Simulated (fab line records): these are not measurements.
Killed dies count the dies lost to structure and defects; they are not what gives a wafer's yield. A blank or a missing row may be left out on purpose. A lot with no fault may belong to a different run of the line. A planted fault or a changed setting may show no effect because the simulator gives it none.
Which tool was responsible?    flow gf180mcu    Sampling: 15 lots, 42 wafers, 5 of 602 route steps

## WHAT THE GAUGES SHOWED, per wafer
GF_DNWELL_TW_MEAS_09. Usual: for DNWELL_TW the level is 1361 and the standard deviation is 13.
lot   measured     on             DNWELL_TW       flag
L891  day 3 00:16  film_metro-04  1374 1372 1377  
L892  day 3 07:21  film_metro-04  1373 1370 1365  
L893  day 3 10:58  film_metro-01  1363 1360 1360  
L894  day 3 16:49  film_metro-04  1385 1372 1375  
L896  day 4 02:14  film_metro-02  1343 1338 1341  
L897  day 4 07:06  film_metro-04  1383 1384 1373  
L902  day 5 13:40  film_metro-01  1348 1344       
L901  day 5 13:43  film_metro-01  1361 1360       
L903  day 5 21:12  film_metro-02  1350 1345       
L906  day 6 09:30  film_metro-04  1379 1376 1385  
L909  day 6 23:04  film_metro-01  1340 1349 1349  
L910  day 7 06:42  film_metro-02  1354 1368 1359  
L911  day 7 11:09  film_metro-01  1342 1349 1343  
L912  day 7 17:40  film_metro-01  1342 1350 1345  
L913  day 7 21:56  film_metro-02  1359 1367 1360  

GF_MVPSD_OVL_MEAS_07. Usual: for MVPSD_OVL the level is 0.9 nm and the standard deviation is 1.5.
lot   measured      on          MVPSD_OVL (nm)  flag
L891  day 5 04:06   overlay-02  1.2 0.5 0.3     
L892  day 5 12:58   overlay-01  0.6 0.3 1.6     
L893  day 5 17:22   overlay-01  2.2 1.3 0.7     
L894  day 5 23:32   overlay-02  0.7 0.5 0.4     
L896  day 6 10:17   overlay-01  3.0 1.9 1.4     
L897  day 6 15:20   overlay-01  0.7 0.3 -0.8    
L902  day 8 04:13   overlay-01  1.8 0.2         
L901  day 8 04:34   overlay-01  -0.9 0.0        
L903  day 8 13:19   overlay-01  0.2 -0.4        
L906  day 9 01:23   overlay-01  -1.2 -1.4 -0.4  
L909  day 9 17:03   overlay-02  3.4 2.5 3.1     
L910  day 10 02:28  overlay-02  1.5 0.8 -0.3    
L911  day 10 06:31  overlay-01  1.5 -0.2 -0.6   
L912  day 10 14:17  overlay-01  1.9 1.8 1.9     
L913  day 10 20:47  overlay-01  2.4 3.0 2.4     

GF_VT_IMPLANT_TW_MEAS_43. Usual: for VT_IMPLANT_4_TW the level is 692 and the standard deviation is 4.
lot   measured      on             VT_IMPLANT_4_TW  flag
L891  day 7 16:19   film_metro-02  691 692 692      
L892  day 8 02:15   film_metro-03  688 695 692      
L893  day 8 07:57   film_metro-02  693 696 697      
L894  day 8 14:40   film_metro-02  696 691 691      
L896  day 9 02:58   film_metro-03  695 699 699      
L897  day 9 08:20   film_metro-02  691 695 690      
L902  day 11 02:05  film_metro-02  671 694          
L901  day 11 03:20  film_metro-03  672 694          
L903  day 11 12:23  film_metro-03  676 695          
L906  day 12 03:19  film_metro-01  690 690 687      
L909  day 12 19:34  film_metro-03  695 696 698      
L910  day 13 05:57  film_metro-03  698 696 696      
L911  day 13 11:21  film_metro-01  683 685 686      
L912  day 13 20:55  film_metro-03  695 696 694      
L913  day 14 03:01  film_metro-01  683 685 686      

GF_HV_LDD_OVL_MEAS_47. Usual: for HV_LDD_03_OVL the level is -0.2 nm and the standard deviation is 1.4.
lot   measured      on          HV_LDD_03_OVL (nm)  flag
L891  day 12 08:22  overlay-01  -1.6 -3.3 -1.9      
L892  day 12 22:46  overlay-02  0.5 1.2 0.4         
L893  day 13 10:25  overlay-01  0.9 -0.1 2.2        
L894  day 13 14:33  overlay-01  0.0 -1.3 -2.2       
L896  day 14 10:03  overlay-02  -0.6 -1.7 -3.0      
L897  day 14 17:22  overlay-02  -1.0 -1.0 -2.9      
L902  day 16 14:35  overlay-02  0.5 1.1             
L901  day 16 20:58  overlay-02  1.9 0.1             
L903  day 17 04:52  overlay-02  3.3 1.5             
L906  day 17 19:41  overlay-02  -0.2 -0.3 -0.5      
L909  day 18 18:20  overlay-01  -1.3 -0.7 0.0       
L910  day 19 04:19  overlay-02  1.5 1.0 -0.6        
L911  day 19 16:17  overlay-02  1.8 -0.4 0.6        
L912  day 20 00:10  overlay-02  -0.8 -0.5 -1.0      
L913  day 20 05:54  overlay-02  0.5 1.3 -0.5        

## EACH LOT AND THE TOOL THAT RAN IT (in order: tool; ch and the chambers of the sampled wafers; start)
lot   GF_VT_IMPLANT_IMPLANT_41
L891  implanter-04 ch 0, day 7 16:04
L892  implanter-04 ch 0, day 8 02:00
L893  implanter-03 ch 0, day 8 07:42
L894  implanter-03 ch 0, day 8 14:26
L896  implanter-04 ch 0, day 9 02:45
L897  implanter-02 ch 0, day 9 08:08
L902  implanter-03 ch 0, day 11 01:53
L901  implanter-03 ch 0, day 11 03:08
L903  implanter-03 ch 0, day 11 12:11
L906  implanter-02 ch 0, day 12 03:05
L909  implanter-02 ch 0, day 12 19:19
L910  implanter-02 ch 0, day 13 05:42
L911  implanter-04 ch 0, day 13 11:06
L912  implanter-04 ch 0, day 13 20:41
L913  implanter-04 ch 0, day 14 02:48
- GF_VT_IMPLANT_IMPLANT_41

## AS READ BY THE TOOLS THEMSELVES (means over the sampled wafers that have a number; for cases with no such wafer, the mark the record gives instead)
The record holds no such reading with a usual standard deviation.

## THE ANSWER, worked out from the rows above alone
Rule: lot off if the mean of its wafers having a number is beyond 3 standard deviations from the usual mean. A lot without any number at a reading at which 4 lots or more have one is off too. Any other lot the step has rows for is counted as sound. After the gauges, taken in route order, come the tools' own readings; for these a lot's mean is taken, as printed above. At the first step where some lot is off, the reading lying furthest off is the one used; lots without a number count as furthest.
None of the lots is off at any reading shown; this tells nothing.

## WHAT THE SIMULATOR PUT IN
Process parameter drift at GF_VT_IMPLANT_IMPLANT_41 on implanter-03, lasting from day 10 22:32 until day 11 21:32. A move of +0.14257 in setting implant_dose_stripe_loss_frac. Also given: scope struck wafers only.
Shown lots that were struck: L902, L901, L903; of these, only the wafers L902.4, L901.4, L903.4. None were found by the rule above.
